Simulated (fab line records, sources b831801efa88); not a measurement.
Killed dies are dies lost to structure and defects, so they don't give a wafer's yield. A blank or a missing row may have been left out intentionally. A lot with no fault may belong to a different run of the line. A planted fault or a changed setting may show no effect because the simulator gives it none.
fab line records	flow gf180mcu
record: lots: 11	wafers: 33	last-day: 34
route steps=602 shown HV_LDD@234 PSD@261 NSD@262 SAB@275
lots that met no fault: taken from a fault-free run of the same line
start-h: hours from the record's first day to the start of the lot's first wafer shown	wait-h: hours from the lot's prior step to this one	" identical to the entry in the row above	L1.1+2: a single row standing in for several wafers	- no value present, or no start provided	* or withheld: withheld	< > ~ a bound
route shown NAME@n: NAME is a module with steps in the file, n the number in the route of the first one	usual: mean/standard deviation taken from wafers without a fault	same: alike in all rows	chamber/n: place in a boat	sites: the reading at each site	_std_site: standard deviation of those values	_edge_site: outer sites' mean less inner sites'	radius-mm: how far each site lies from the wafer's centre	mask NAME#n: copy n	behind: the most recent tool/chamber to have shaped the wafer	hold: the reason the lot was held/the length of the hold in hours/how it ended	device: transistor that didn't switch, given as n, p or np	end of line: tests of these same wafers at the route's end	a step given without rows: its recipe and nothing more	killed: dies lost to structure and defects at the first sort, not the wafer's yield	map: a wafer's dies, x killed, . not, _ none there
set.NAME: the run value of the setting; set.NAME@STEP: its run value at that earlier step	model.NAME: the simulator's own value behind a step, which no gauge read
a sample of lots followed through the steps of the route, with each step as a table and each wafer as a row
services: when a tool's chamber went out of use (start-h, in hours from the record's first day, below 0 if earlier), for how many hours, and the reason
== steps ==
step: GF_HV_LDD_ETCHBACK_58
recipe: chemistry: CH3F/O2	target: Si3N4	stop-on: SiO2	source-w: 400	bias-w: 80	pressure-mtorr: 25	ch3f-flow-sccm: 40	O2_flow_sccm: 30	time-s: 100	target-depth-a: 900
usual: O2_flow_sccm: 30.00/0.1	drypump-motor-current-A: 5.7/0.39	oes-product-au: 0.842/0.006	throttle-valve-pct: 10.561/0.0081
lot.wafer	tool	chamber	start-h	wait-h	O2_flow_sccm	drypump-motor-current-A	oes-product-au	rf-hours-counter-h	throttle-valve-pct
L910.1	rie-diel-04	2	280.30	0.1	30.10	6.2	0.847	5	10.557
L910.4	"	3	"	"	29.96	5.8	0.857	38	10.549
L910.5	"	0	"	"	29.90	5.4	0.843	-	10.554
L911.2	rie-diel-03	1	280.68	0.0	30.00	5.8	0.839	119	10.565
L911.5	"	2	"	"	30.01	5.1	0.844	-	10.561
L911.6	"	3	"	"	30.01	6.2	0.839	-	10.549
L915.2	rie-diel-03	2	311.71	0.0	30.03	5.1	0.839	99	10.543
L915.4	"	0	"	"	30.01	5.5	0.834	91	10.556
L915.6	"	3	"	"	30.06	6.2	0.846	-	10.574
L917.1	rie-diel-01	1	327.28	0.1	29.95	6.2	0.855	119	10.562
L917.2	"	3	"	"	30.04	5.2	0.846	49	10.566
L917.3	"	0	"	"	30.12	5.9	0.847	2	10.566
L919.1	rie-diel-03	0	341.75	0.1	30.08	5.5	0.841	91	10.567
L919.2	"	2	"	"	29.87	5.1	0.832	100	10.548
L919.5	"	0	"	"	30.01	5.5	0.839	-	10.563
L920.1	rie-diel-04	0	351.62	0.1	30.01	5.4	0.841	38	10.570
L920.4	"	3	"	"	29.93	5.8	0.851	-	10.566
L920.5	"	2	"	"	30.02	6.2	0.855	-	10.565
L926.2	rie-diel-01	1	409.27	0.0	29.98	6.2	0.852	1	10.563
L926.4	"	0	"	"	29.85	5.9	0.847	4	10.549
L926.5	"	1	"	"	29.85	6.2	0.861	-	10.567
L928.1	rie-diel-04	0	423.22	0.1	30.12	5.4	0.831	40	10.571
L928.2	"	2	"	"	29.97	6.2	0.835	10	10.565
L928.5	"	1	"	"	30.02	5.7	0.831	-	10.567
L930.3	rie-diel-01	0	437.75	0.0	30.03	5.9	0.844	5	10.572
L930.5	"	3	"	"	30.19	5.2	0.843	-	10.557
L930.6	"	2	"	"	30.13	5.4	0.844	-	10.560
L931.2	rie-diel-03	1	442.69	0.0	29.97	5.8	0.844	1	10.557
L931.4	"	2	"	"	29.98	5.1	0.843	103	10.570
L931.6	"	3	"	"	30.10	6.3	0.843	-	10.562
L932.1	rie-diel-01	0	466.07	0.1	30.05	5.9	0.842	6	10.561
L932.3	"	2	"	"	29.97	5.4	0.845	9	10.549
L932.5	"	2	"	"	29.99	5.4	0.846	-	10.555
step: GF_PSD_RTA_13
recipe: temp-c: 1025	time-s: 20	ambient: N2
usual: lamp-power-pct: 32.6/0.99	wafer_temp_C_max: 1029.5/0.87
lot.wafer	tool	chamber	start-h	wait-h	lamp-power-pct	wafer_temp_C_max
L910.1	rtp-anneal-02	0	320.13	0.0	31.4	1029.3
L910.4	"	0	"	"	31.4	1029.9
L910.5	"	0	"	"	31.4	1028.9
L911.2	rtp-anneal-01	0	321.11	0.0	33.4	1029.0
L911.5	"	0	"	"	33.4	1030.8
L911.6	"	0	"	"	33.4	1029.5
L915.2	rtp-anneal-02	0	354.17	0.0	31.4	1029.5
L915.4	"	0	"	"	31.4	1029.0
L915.6	"	0	"	"	31.4	1029.9
L917.1	rtp-anneal-02	0	370.88	0.0	31.4	1029.0
L917.2	"	0	"	"	31.4	1029.3
L917.3	"	0	"	"	31.4	1029.4
L919.1	rtp-anneal-02	0	386.30	0.0	32.1	1038.9
L919.2	"	0	"	"	32.0	1037.8
L919.5	"	0	"	"	32.0	1036.0
L920.1	rtp-anneal-02	0	397.43	0.0	32.0	1037.7
L920.4	"	0	"	"	32.0	1038.9
L920.5	"	0	"	"	31.9	1036.7
L926.2	rtp-anneal-01	0	457.21	0.0	33.4	1028.8
L926.4	"	0	"	"	33.4	1029.6
L926.5	"	0	"	"	33.4	1029.5
L928.1	rtp-anneal-02	0	471.54	0.0	31.4	1028.9
L928.2	"	0	"	"	31.3	1028.8
L928.5	"	0	"	"	31.4	1030.1
L930.3	rtp-anneal-01	0	486.71	0.0	33.5	1030.6
L930.5	"	0	"	"	33.4	1031.1
L930.6	"	0	"	"	33.4	1030.4
L931.2	rtp-anneal-02	0	492.35	0.0	31.4	1030.2
L931.4	"	0	"	"	31.4	1030.7
L931.6	"	0	"	"	31.4	1029.8
L932.1	rtp-anneal-01	0	514.33	0.0	33.4	1028.9
L932.3	"	0	"	"	33.4	1029.7
L932.5	"	0	"	"	33.4	1030.5
step: GF_PSD_RS_MEAS_14
recipe: thk-meas-gauge: four-point-probe
usual: NSD_RS: 46.11/0.1
lot.wafer	tool	chamber	start-h	wait-h	NSD_RS[ohm/sq]
L910.1	film-metro-03	-	320.22	0.1	46.06
L910.4	"	-	"	"	46.00
L910.5	"	-	"	"	45.99
L911.2	film-metro-03	-	321.19	0.1	46.16
L911.5	"	-	"	"	45.98
L911.6	"	-	"	"	45.95
L915.2	film-metro-03	-	354.26	0.1	45.95
L915.4	"	-	"	"	45.95
L915.6	"	-	"	"	46.03
L917.1	film-metro-03	-	370.97	0.1	46.07
L917.2	"	-	"	"	46.10
L917.3	"	-	"	"	46.00
L919.1	film-metro-03	-	386.38	0.1	44.97
L919.2	"	-	"	"	44.95
L919.5	"	-	"	"	44.99
L920.1	film-metro-01	-	397.52	0.1	45.05
L920.4	"	-	"	"	44.98
L920.5	"	-	"	"	45.01
L926.2	film-metro-04	-	457.30	0.1	46.15
L926.4	"	-	"	"	46.27
L926.5	"	-	"	"	46.18
L928.1	film-metro-04	-	471.62	0.1	45.95
L928.2	"	-	"	"	46.08
L928.5	"	-	"	"	46.07
L930.3	film-metro-04	-	486.81	0.1	46.07
L930.5	"	-	"	"	46.26
L930.6	"	-	"	"	46.22
L931.2	film-metro-01	-	492.44	0.1	46.07
L931.4	"	-	"	"	46.25
L931.6	"	-	"	"	46.24
L932.1	film-metro-01	-	514.41	0.1	46.09
L932.3	"	-	"	"	46.17
L932.5	"	-	"	"	46.12
step: GF_PSD_RS_MEAS_15
recipe: thk-meas-gauge: four-point-probe
usual: PSD_RS: 108.45/0.24
lot.wafer	tool	chamber	start-h	wait-h	PSD_RS[ohm/sq]
L910.1	film-metro-03	-	320.34	0.1	108.07
L910.4	"	-	"	"	108.21
L910.5	"	-	"	"	108.12
L911.2	film-metro-03	-	321.31	0.1	107.91
L911.5	"	-	"	"	107.87
L911.6	"	-	"	"	108.01
L915.2	film-metro-03	-	354.38	0.1	108.17
L915.4	"	-	"	"	107.73
L915.6	"	-	"	"	108.44
L917.1	film-metro-03	-	371.09	0.1	108.42
L917.2	"	-	"	"	108.75
L917.3	"	-	"	"	108.41
L919.1	film-metro-03	-	386.50	0.1	104.40
L919.2	"	-	"	"	104.75
L919.5	"	-	"	"	104.23
L920.1	film-metro-01	-	397.64	0.1	104.41
L920.4	"	-	"	"	104.18
L920.5	"	-	"	"	104.32
L926.2	film-metro-04	-	457.42	0.1	108.47
L926.4	"	-	"	"	108.84
L926.5	"	-	"	"	108.48
L928.1	film-metro-04	-	471.74	0.1	108.16
L928.2	"	-	"	"	108.28
L928.5	"	-	"	"	108.29
L930.3	film-metro-04	-	486.93	0.1	108.45
L930.5	"	-	"	"	108.50
L930.6	"	-	"	"	108.87
L931.2	film-metro-01	-	492.56	0.1	108.41
L931.4	"	-	"	"	108.94
L931.6	"	-	"	"	108.55
L932.1	film-metro-01	-	514.53	0.1	108.63
L932.3	"	-	"	"	108.45
L932.5	"	-	"	"	108.23
step: GF_SAB_ETCH_11
recipe: chemistry: C4F8/O2/Ar	mask-material: NOVOLAK	target: SiO2	target-depth-nm: 55	source-w: 1500	bias-w: 1200	pressure-mtorr: 40	c4f8-flow-sccm: withheld	O2_flow_sccm: 6	Ar_flow_sccm: 300	time-s: 8.5
usual: oes-product-au: 1.000/0.0074
lot.wafer	tool	chamber	start-h	wait-h	oes-product-au	rf-hours-counter-h
L910.1	rie-diel-02	0	341.64	0.0	1.005	89
L910.4	"	1	"	"	0.996	2
L910.5	"	3	"	"	0.993	-
L911.2	rie-diel-02	0	342.57	0.0	1.002	89
L911.5	"	1	"	"	0.992	-
L911.6	"	2	"	"	0.997	-
L915.2	rie-diel-02	3	376.79	0.0	0.991	2
L915.4	"	2	"	"	0.990	9
L915.6	"	1	"	"	0.985	-
L917.1	rie-diel-02	3	394.29	0.0	1.010	2
L917.2	"	0	"	"	1.017	90
L917.3	"	2	"	"	1.004	9
L919.1	rie-diel-02	0	409.39	0.0	1.002	91
L919.2	"	1	"	"	0.991	4
L919.5	"	2	"	"	0.992	-
L920.1	rie-diel-03	0	420.52	0.0	1.014	93
L920.4	"	1	"	"	1.011	-
L920.5	"	0	"	"	1.011	-
L926.2	rie-diel-02	2	481.67	0.0	1.009	12
L926.4	"	2	"	"	1.008	-
L926.5	"	1	"	"	0.996	-
L928.1	rie-diel-03	1	495.77	0.0	1.000	3
L928.2	"	2	"	"	1.008	1
L928.5	"	1	"	"	1.000	-
L930.3	rie-diel-03	2	510.23	0.0	1.016	1
L930.5	"	3	"	"	1.006	-
L930.6	"	1	"	"	1.009	-
L931.2	rie-diel-02	2	516.28	0.0	1.005	13
L931.4	"	2	"	"	1.002	-
L931.6	"	1	"	"	0.993	-
L932.1	rie-diel-04	2	537.83	0.0	0.999	13
L932.3	"	0	"	"	0.996	43
L932.5	"	2	"	"	1.000	-
step: GF_SAB_STRIP_13
recipe: chemistry: O2/N2	power-w: 1400	pressure-mtorr: 1500	platen-temp-c: 250	o2-flow-sccm: 3000	n2-flow-sccm: 300	overash-fraction: 0.5
usual: drypump-motor-current-A: 5.84/0.17	heater-power-w: 330/35	oes-product-au: 0.710/0.0045	strip-time-to-endpoint-s: 12.622/0.029
lot.wafer	tool	chamber	start-h	wait-h	drypump-motor-current-A	heater-power-w	oes-product-au	rf-hours-counter-h	strip-time-to-endpoint-s
L910.1	plasma-asher-01	1	341.81	0.0	5.89	284	0.712	54	12.664
L910.4	"	1	"	"	5.88	288	0.714	-	12.696
L910.5	"	0	"	"	5.72	357	0.702	-	12.639
L911.2	plasma-asher-02	0	342.73	0.0	5.54	299	0.703	72	12.643
L911.5	"	0	"	"	5.54	299	0.706	-	12.595
L911.6	"	1	"	"	5.83	369	0.712	-	12.656
L915.2	plasma-asher-02	1	376.94	0.0	5.84	379	0.710	76	12.613
L915.4	"	0	"	"	5.55	297	0.711	-	12.618
L915.6	"	1	"	"	5.79	378	0.709	-	12.642
L917.1	plasma-asher-01	1	394.44	0.0	5.89	282	0.708	59	12.571
L917.2	"	0	"	"	5.72	359	0.711	59	12.621
L917.3	"	1	"	"	5.85	280	0.711	-	12.582
L919.1	plasma-asher-04	1	409.54	0.0	6.03	342	0.711	30	12.632
L919.2	"	0	"	"	6.11	338	0.708	30	12.615
L919.5	"	0	"	"	6.10	335	0.708	-	12.643
L920.1	plasma-asher-01	1	420.67	0.0	5.87	277	0.703	61	12.634
L920.4	"	0	"	"	5.75	354	0.712	-	12.565
L920.5	"	0	"	"	5.77	363	0.705	-	12.629
L926.2	plasma-asher-04	0	481.86	0.0	6.08	345	0.705	37	12.704
L926.4	"	1	"	"	6.06	346	0.708	-	12.677
L926.5	"	1	"	"	6.04	342	0.717	-	12.678
L928.1	plasma-asher-04	0	495.92	0.0	6.09	347	0.704	38	12.635
L928.2	"	1	"	"	6.03	339	0.703	38	12.609
L928.5	"	1	"	"	6.04	339	0.709	-	12.632
L930.3	plasma-asher-04	1	510.42	0.0	6.04	343	0.711	-	12.635
L930.5	"	0	"	"	6.11	339	0.703	-	12.627
L930.6	"	1	"	"	6.04	337	0.708	-	12.608
L931.2	plasma-asher-04	0	516.45	0.0	6.06	336	0.710	40	12.584
L931.4	"	0	"	"	6.09	341	0.704	-	12.592
L931.6	"	1	"	"	6.05	336	0.707	-	12.556
L932.1	plasma-asher-01	1	538.00	0.0	5.91	282	0.714	73	12.593
L932.3	"	0	"	"	5.74	369	0.711	-	12.584
L932.5	"	0	"	"	5.74	363	0.703	-	12.581
== services ==
tool	chamber	start-h	hours	kind
rie-diel-02	-	257.61	14.6	pm
rie-diel-04	1	270.78	4.5	repair
rie-diel-04	-	291.96	0.1	repair
rie-diel-01	3	296.40	5.8	repair
rie-diel-02	3	302.89	3.7	repair
rie-diel-04	0	318.66	10.9	repair
rie-diel-02	-	323.66	0.8	repair
rie-diel-03	-	336.96	1.1	repair
rie-diel-03	3	337.60	12.1	repair
rie-diel-04	1	350.15	11.0	repair
rie-diel-03	1	353.21	12.7	repair
rie-diel-03	0	359.90	3.8	repair
plasma-asher-01	-	397.79	3.3	repair
rie-diel-03	-	410.97	0.1	repair
rie-diel-03	2	414.21	9.8	repair
rie-diel-03	-	424.73	1.9	repair
plasma-asher-04	-	426.77	9.7	repair
rie-diel-02	0	439.14	2.2	repair
rie-diel-01	2	441.42	1.9	repair
rie-diel-02	0	475.15	7.0	repair
plasma-asher-04	-	484.81	2.8	pm
rie-diel-02	0	503.08	5.4	repair
rie-diel-02	-	530.83	0.3	repair
plasma-asher-04	-	537.96	15.9	pm
== key ==
first-sign: step: GF_PSD_RTA_13	reading: wafer_temp_C_max	direction: up	sigmas: 9.4	usual: *	struck: *
effect: step: GF_PSD_RS_MEAS_14	reading: NSD_RS	direction: down	sigmas: 11	usual: 46.11	struck: 44.99
effect: step: GF_PSD_RS_MEAS_15	reading: PSD_RS	direction: down	sigmas: 17	usual: 108.45	struck: 104.38
met-at GF_PSD_RTA_13
struck-lots L919,L920
tester-left-out L919,L920
not-acting-at GF_HV_LDD_ETCHBACK_58,GF_SAB_ETCH_11,GF_SAB_STRIP_13
onset-between 370.88 386.30
fault: kind: process-parameter-drift	tool: rtp-anneal-02	chamber: -	onset-h: 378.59	steps: GF_PSD_RTA_13	channel: temp-c	offset: *	shape: step	end-h: 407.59	acts-in: *	stated: *
tester-left-out: of these lots the tester's yield and bins aren't shown, on N5 and GAA mostly nor the transistor test; their killed dies are dies lost to structure and defects alone, not to doping, threshold or leakage, so they don't give the yield
